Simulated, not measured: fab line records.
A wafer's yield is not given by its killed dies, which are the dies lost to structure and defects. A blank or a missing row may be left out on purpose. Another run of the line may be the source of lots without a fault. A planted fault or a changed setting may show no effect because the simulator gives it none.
fab line records | flow sky130
record lots=5 wafers=15 last-day=49
route steps=708 shown VIA1@471 METAL2@483 PAD_OPEN@708
lots that met no fault: from a run of the same line without faults
start-h: the number of hours between the record's first day and the start of the first shown wafer of the lot | wait-h: hours elapsed since this lot's preceding step | " the same as in the row above | L1.1+2: one row covering several wafers at once | - either no value or no given start | * or withheld: withheld | < > ~ a bound
route shown NAME@n: a module of which the file shows steps, and the number in the route of the first | usual: the fault-free wafers' mean and standard deviation | same: alike in all rows | chamber/n: place in a boat | sites: readings site by site | _std_site: standard deviation across them | _edge_site: mean of outer sites minus mean of inner sites | radius-mm: how far each site lies from the wafer's centre | mask NAME#n: copy n | behind: the tool/chamber that last shaped the wafer | hold: the reason the lot was held/the length of the hold in hours/how it ended | device: names the non-switching transistor (n, p or np) | end of line: the same wafers' tests at the end of the route | a step without rows: its recipe alone | killed: dies lost to structure and defects at the first sort, not the wafer's yield | map: shows each die of a wafer: x if killed, . if not, _ if none is there
set.NAME: the run value of the setting; set.NAME@STEP: its run value at that earlier step | model.NAME: the simulator's own value behind a step, which no gauge read
certain route steps with their lots: each step a table, each wafer a row
services: when a tool's chamber went out of use (start-h, in hours from the record's first day, below 0 if earlier), for how many hours, and the reason
## steps
# step SKY_VIA1_OVL_MEAS_13
# usual VIA1_OVL=3/5.1
# columns lot.wafer tool chamber start-h wait-h VIA1_OVL[nm]
L259.2 overlay-02 - 797.70 0.1 3
L259.3 " - " " 2
L259.6 " - " " -4
L261.1 overlay-02 - 811.25 0.1 -3
L261.4 " - " " 1
L261.6 " - " " 7
L268.3 overlay-01 - 869.02 0.1 -1
L268.4 " - " " 7
L268.6 " - " " -3
L276.1 overlay-02 - 933.19 0.1 -6
L276.3 " - " " -1
L276.5 " - " " -4
L275.1 overlay-01 - 937.46 0.1 -5
L275.4 " - " " 2
L275.5 " - " " -3
# step SKY_VIA1_ETCH_14
# recipe chemistry=N2/H2 target=BARC ion-energy-ev=200 source-w=500 bias-w=100 pressure-mtorr=30 n2-flow-sccm=100 h2-flow-sccm=200 stop-on=SiO2 time-s=45.9 target-depth-a=600
# usual bias-w=100.04/0.26 drypump-motor-current-A=5.6/0.35 oes-product-au=0.855/0.0051 throttle-valve-pct=13.223/0.0097
# same time-s=45.9
# columns lot.wafer tool chamber start-h wait-h bias-w drypump-motor-current-A oes-product-au rf-hours-counter-h throttle-valve-pct
L259.2 rie-diel-01 1 797.73 0.0 100.00 5.7 0.858 23 13.228
L259.3 " 0 " " 100.43 6.0 0.858 26 13.204
L259.6 " 0 " " 100.31 6.0 0.862 - 13.231
L261.1 rie-diel-01 1 811.28 0.0 100.04 5.7 0.846 24 13.216
L261.4 " 0 " " 100.41 6.0 0.850 27 13.220
L261.6 " 1 " " 100.02 5.7 0.860 - 13.228
L268.3 rie-diel-01 3 869.04 0.0 99.59 5.5 0.859 6 13.229
L268.4 " 0 " " 99.96 6.0 0.862 - 13.227
L268.6 " 3 " " 99.62 5.5 0.859 - 13.192
L276.1 rie-diel-04 2 933.23 0.0 99.86 5.1 0.850 15 13.224
L276.3 " 0 " " 99.83 5.9 0.844 10 13.214
L276.5 " 3 " " 100.07 5.4 0.855 - 13.216
L275.1 rie-diel-02 0 937.50 0.0 99.96 5.2 0.860 8 13.240
L275.4 " 3 " " 100.33 5.5 0.856 3 13.217
L275.5 " 3 " " 100.21 5.5 0.853 - 13.223
# step SKY_VIA1_ETCH_15
# recipe target=SiO2 chemistry=C4F8/O2/Ar target-depth-nm=351 stop-on=TiN mask-material=KrF-thick source-w=1500 bias-w=1200 pressure-mtorr=40 c4f8-flow-sccm=withheld O2_flow_sccm=6 Ar_flow_sccm=300 time-s=54
# step SKY_VIA1_STRIP_16
# recipe chemistry=O2/N2 power-w=1400 pressure-mtorr=1500 platen-temp-c=withheld o2-flow-sccm=3000 n2-flow-sccm=300 overash-fraction=0.5
# usual drypump-motor-current-A=5.9/0.39 oes-product-au=0.415/0.0048 strip-time-to-endpoint-s=4.455/0.02
# columns lot.wafer tool chamber start-h wait-h drypump-motor-current-A oes-product-au rf-hours-counter-h strip-time-to-endpoint-s
L259.2 plasma-asher-04 1 797.82 0.0 5.9 0.420 66 4.466
L259.3 " 1 " " 5.9 0.410 - 4.428
L259.6 " 1 " " 5.9 0.419 - 4.418
L261.1 plasma-asher-02 0 811.37 0.0 5.3 0.418 38 4.468
L261.4 " 1 " " 6.1 0.419 - 4.447
L261.6 " 1 " " 6.1 0.418 - 4.456
L268.3 plasma-asher-02 0 869.17 0.1 5.3 0.419 - 4.461
L268.4 " 1 " " 6.1 0.417 - 4.427
L268.6 " 0 " " 5.3 0.421 - 4.458
L276.1 plasma-asher-03 0 933.32 0.0 6.5 0.413 20 4.450
L276.3 " 0 " " 6.5 0.417 - 4.468
L276.5 " 1 " " 5.8 0.411 - 4.448
L275.1 plasma-asher-03 0 937.58 0.0 6.4 0.412 20 4.472
L275.4 " 1 " " 5.8 0.418 - 4.497
L275.5 " 1 " " 5.8 0.414 - 4.504
# step SKY_VIA1_STRIP_17
# recipe chemistry=post-etch-residue-remover time-s=1200 temp-c=72.5
# step SKY_VIA1_CLEAN_18
# recipe chemistry=IPA time-s=180 temp-c=25
# step SKY_VIA1_CLEAN_19
# recipe chemistry=O3/DIW dry=n2-spin
# step SKY_VIA1_SPUTTER_20
# recipe material=TiN target-thk-nm=20 chamber-pressure-pa=5 power-w=4000 time-s=80
# usual cathode-dc-power-W=4000.0/0.71 chamber-pressure-pa=4.999/0.011 throttle-valve-pct=30.6/1.2
# same time-s=80
# columns lot.wafer tool chamber start-h wait-h cathode-dc-power-W chamber-pressure-pa throttle-valve-pct
L259.2 pvd-sputter-02 - 798.50 0.0 4000.4 4.990 30.4
L259.3 " - " " 3999.0 4.997 30.0
L259.6 " - " " 4000.2 5.008 30.1
L261.1 pvd-sputter-02 - 811.97 0.0 3999.4 4.988 29.2
L261.4 " - " " 3999.4 4.993 30.3
L261.6 " - " " 4001.0 5.000 29.4
L268.3 pvd-sputter-02 - 869.73 0.0 4000.2 5.007 32.6
L268.4 " - " " 3999.8 5.005 29.0
L268.6 " - " " 4000.5 4.997 29.4
L276.1 pvd-sputter-04 - 933.95 0.0 4000.5 4.996 32.4
L276.3 " - " " 4000.3 4.998 31.2
L276.5 " - " " 4000.7 5.002 32.1
L275.1 pvd-sputter-04 - 938.19 0.0 4001.9 4.998 32.2
L275.4 " - " " 4000.2 5.019 31.1
L275.5 " - " " 3999.7 5.009 31.0
# step SKY_VIA1_CVD_21
# recipe material=W target-thk-nm=270 time-s=80.902 temp-c=400 pressure-torr=40
# usual heater-power-outer-w=559/28 heater-power-w=896/54
# same time-s=80.902
# columns lot.wafer tool chamber start-h wait-h heater-power-outer-w heater-power-w
L259.2 cvd-w-02 0 798.56 0.0 539 950
L259.3 " 1 " " 573 872
L259.6 " 1 " " 579 863
L261.1 cvd-w-02 1 812.03 0.0 579 867
L261.4 " 0 " " 558 948
L261.6 " 1 " " 583 875
L268.3 cvd-w-01 1 869.82 0.1 527 843
L268.4 " 0 " " 570 942
L268.6 " 0 " " 593 932
L276.1 cvd-w-02 0 934.01 0.0 553 975
L276.3 " 1 " " 572 855
L276.5 " 1 " " 583 888
L275.1 cvd-w-02 1 938.25 0.0 581 879
L275.4 " 0 " " 575 962
L275.5 " 1 " " 575 887
# step SKY_VIA1_RS_MEAS_22
# recipe thk-meas-gauge=four-point-probe reads=W_of_VIA1_CVD_21+TiN_of_VIA1_SPUTTER_20
# usual VIA1_W_RS=0.427/0.0053
# columns lot.wafer tool chamber start-h wait-h VIA1_W_RS[ohm/sq]
L259.2 film-metro-02 - 798.67 0.1 0.423
L259.3 " - " " 0.436
L259.6 " - " " 0.433
L261.1 film-metro-04 - 812.12 0.1 0.432
L261.4 " - " " 0.424
L261.6 " - " " 0.430
L268.3 film-metro-02 - 869.92 0.1 0.432
L268.4 " - " " 0.437
L268.6 " - " " 0.425
L276.1 film-metro-02 - 934.10 0.1 0.419
L276.3 " - " " 0.430
L276.5 " - " " 0.428
L275.1 film-metro-02 - 938.34 0.1 0.431
L275.4 " - " " 0.424
L275.5 " - " " 0.430
# step SKY_VIA1_THK_MEAS_23
# recipe thk-meas-gauge=xrf reads=W_of_VIA1_CVD_21
# usual VIA1_W_THK=273/4.7
# columns lot.wafer tool chamber start-h wait-h VIA1_W_THK[nm]
L259.2 film-metro-02 - 798.78 0.1 270
L259.3 " - " " 265
L259.6 " - " " 267
L261.1 film-metro-04 - 812.24 0.1 273
L261.4 " - " " 279
L261.6 " - " " 273
L268.3 film-metro-02 - 870.02 0.1 267
L268.4 " - " " 264
L268.6 " - " " 271
L276.1 film-metro-02 - 934.22 0.1 278
L276.3 " - " " 271
L276.5 " - " " 271
L275.1 film-metro-02 - 938.46 0.1 266
L275.4 " - " " 272
L275.5 " - " " 267
# step SKY_VIA1_CMP_24
# recipe stop-on=SiO2 t-overpolish-s=15 down-force-psi=3.5 platen-rpm=60 target-thk-nm=0 pad-velocity-m-s=0.94248
# usual motor-current-A=10.7/0.78 overpolish-run-s=15.001/0.0086 time-to-endpoint-s=66.1/2.9
# columns lot.wafer tool chamber start-h wait-h motor-current-A overpolish-run-s time-to-endpoint-s
L259.3 cmp-02 2 798.83 0.0 10.4 14.992 61.5
L259.2 " 3 " " 11.0 14.991 62.4
L259.6 " 3 " " 11.3 15.022 61.9
L261.4 cmp-01 1 812.30 0.0 10.6 14.998 64.0
L261.1 " 3 " " 11.5 15.013 63.7
L261.6 " 2 " " 10.0 15.000 62.2
L268.3 cmp-02 3 870.11 0.1 10.5 15.005 68.3
L268.4 " 0 " " 10.9 14.993 68.3
L268.6 " 3 " " 10.9 15.000 70.0
L276.3 cmp-01 3 934.28 0.0 11.2 14.998 61.8
L276.1 " 2 " " 10.5 15.002 66.5
L276.5 " 0 " " 12.3 14.994 63.2
L275.1 cmp-01 2 938.52 0.1 10.0 15.005 68.1
L275.4 " 0 " " 12.6 15.000 65.0
L275.5 " 2 " " 9.8 14.989 69.4
# step SKY_METAL2_SPUTTER_00
# recipe material=Ti target-thk-nm=15 power-w=3000 time-s=10 chamber-pressure-pa=0.4
# usual cathode-dc-power-W=3000.1/0.57 chamber-pressure-pa=0.4000/0.00083 throttle-valve-pct=30.6/1.3
# same time-s=10
# columns lot.wafer tool chamber start-h wait-h cathode-dc-power-W chamber-pressure-pa throttle-valve-pct model.Ti_of_METAL2_SPUTTER_00.thk-nm
L259.2 pvd-sputter-03 - 799.13 0.2 2998.2 0.4001 32.4 14.84
L259.3 " - " " 2999.8 0.4000 28.4 14.83
L259.6 " - " " 2999.5 0.4001 30.9 14.74
L261.1 pvd-sputter-01 - 812.60 0.1 3001.2 0.3997 29.0 15.08
L261.4 " - " " 2999.6 0.4008 29.9 14.9
L261.6 " - " " 3000.1 0.3996 30.2 15.14
L268.3 pvd-sputter-03 - 870.36 0.2 2906.6 0.4003 28.3 14.37
L268.4 " - " " 2999.9 0.4006 30.8 14.79
L268.6 " - " " 2999.8 0.3988 29.8 14.9
L276.1 pvd-sputter-01 - 934.58 0.1 2998.9 0.4002 30.5 14.94
L276.3 " - " " 3000.4 0.4010 28.6 14.91
L276.5 " - " " 3000.0 0.4009 30.2 14.94
L275.1 pvd-sputter-01 - 938.82 0.2 2999.7 0.3993 30.0 14.77
L275.4 " - " " 2999.8 0.4014 28.9 14.85
L275.5 " - " " 2998.7 0.4004 28.9 14.84
# step SKY_METAL2_SPUTTER_01
# recipe material=TiN target-thk-nm=20 power-w=6500 time-s=16.7 chamber-pressure-pa=0.4
# step SKY_PAD_OPEN_PROBE_99
# usual defect-limited-yield=82.8/1.8 killed_at_M0_to_M3=42/6.4 killed_at_M4_up=3.0/2 killed-at-contacts=24/5.2 killed-at-front-end=14/4.2 killed-at-other=0.4/0.72 killed-dies=84/9 killed-open=46/6.6 killed-short=38/6 sort_bin_3_pad_short=0.9/0.4 sort_bin_5_function=10.1/1.4 sort_bin_6_memory=6.2/1.1 sort-n-pass=408/9 sort-yield-pct=82.8/1.8
# same gross-dies=492 killed-at-back-side=0 sort_bin_4_leakage[%]=0 sort_bin_8_speed[%]=0
# columns lot.wafer tool chamber start-h wait-h defect-limited-yield[%] killed_at_M0_to_M3 killed_at_M4_up killed-at-contacts killed-at-front-end killed-at-other killed-dies killed-open killed-short sort_bin_3_pad_short[%] sort_bin_5_function[%] sort_bin_6_memory[%] sort-n-pass sort-yield-pct[%]
L268.3 prober-01 - 1133.62 0.2 83.3 35 9 20 18 0 82 46 36 0.8 11.4 4.5 410 83.3
L268.4 prober-01 - 1133.67 0.2 82.9 40 5 21 18 0 84 50 34 0.8 8.7 7.5 408 82.9
L268.6 prober-01 - 1133.77 0.2 80.5 43 5 29 19 0 96 51 45 1.0 9.6 8.9 396 80.5
# killed by level:class
L268.3 LI_CONTACT:geometric-particle:open=7 VIA3:geometric-particle:open=7 METAL4:geometric-particle:short=6 POLY_GATE:geometric-particle:short=6 CONTACT:geometric-particle:open=6 VIA1:geometric-particle:open=6 METAL2:geometric-particle:short=5 VIA2:geometric-particle:open=5
L268.4 LI_CONTACT:geometric-particle:open=9 VIA3:geometric-particle:open=9 VIA2:geometric-particle:open=7 VIA1:geometric-particle:open=6 METAL2:geometric-particle:short=5 POLY_GATE:geometric-particle:open=4 CONTACT:geometric-particle:open=4 CONTACT:geometric-particle:short=4
L268.6 LI_CONTACT:geometric-particle:open=10 VIA2:geometric-particle:open=10 CONTACT:geometric-particle:open=8 VIA1:geometric-particle:open=8 FIELD_ISO:geometric-particle:short=6 VIA1:geometric-particle:short=6 LOCAL_INTERCONNECT:geometric-particle:short=5 CONTACT:geometric-particle:short=5
## services
# columns tool chamber start-h hours kind
cmp-01 - 781.59 1.7 repair
rie-diel-02 2 781.62 3.8 repair
rie-diel-01 - 791.40 0.8 repair
rie-diel-02 2 806.24 23.3 repair
plasma-asher-03 - 810.13 3.1 repair
pvd-sputter-01 - 821.99 3.1 repair
cmp-02 - 834.53 3.8 repair
cvd-w-01 1 837.48 6.4 repair
pvd-sputter-01 - 843.82 2.5 repair
cmp-01 - 849.31 3.4 repair
cmp-01 - 861.18 0.8 repair
plasma-asher-04 - 864.55 20.6 pm
rie-diel-04 3 881.44 7.2 repair
pvd-sputter-02 - 882.17 6.3 repair
cvd-w-01 0 890.54 3.4 repair
cmp-02 - 895.50 4.1 pm
rie-diel-04 0 896.31 7.1 repair
rie-diel-01 0 899.64 4.7 repair
cmp-01 - 900.53 0.6 repair
pvd-sputter-03 - 901.97 4.1 repair
rie-diel-01 2 903.55 2.1 repair
rie-diel-01 - 911.74 14.6 pm
cmp-02 - 912.14 4.0 pm
plasma-asher-03 - 926.97 3.4 repair
## key
first-sign step=SKY_METAL2_SPUTTER_00 reading=cathode-dc-power-W direction=down sigmas=99+ usual=3000.1 struck=2906.6
effect none on later readings
model-effect step=SKY_METAL2_SPUTTER_00 value=Ti_of_METAL2_SPUTTER_00.thk-nm without=14.84 struck=14.37
met-at SKY_METAL2_SPUTTER_00
struck-wafers L268.3
onset-between 799.13 870.36
fault kind=process-parameter-drift tool=pvd-sputter-03 chamber=- onset-h=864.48 steps=SKY_METAL2_SPUTTER_00 channel=power-w offset=* shape=step end-h=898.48 acts-in=* stated=* scope=struck-wafers-only
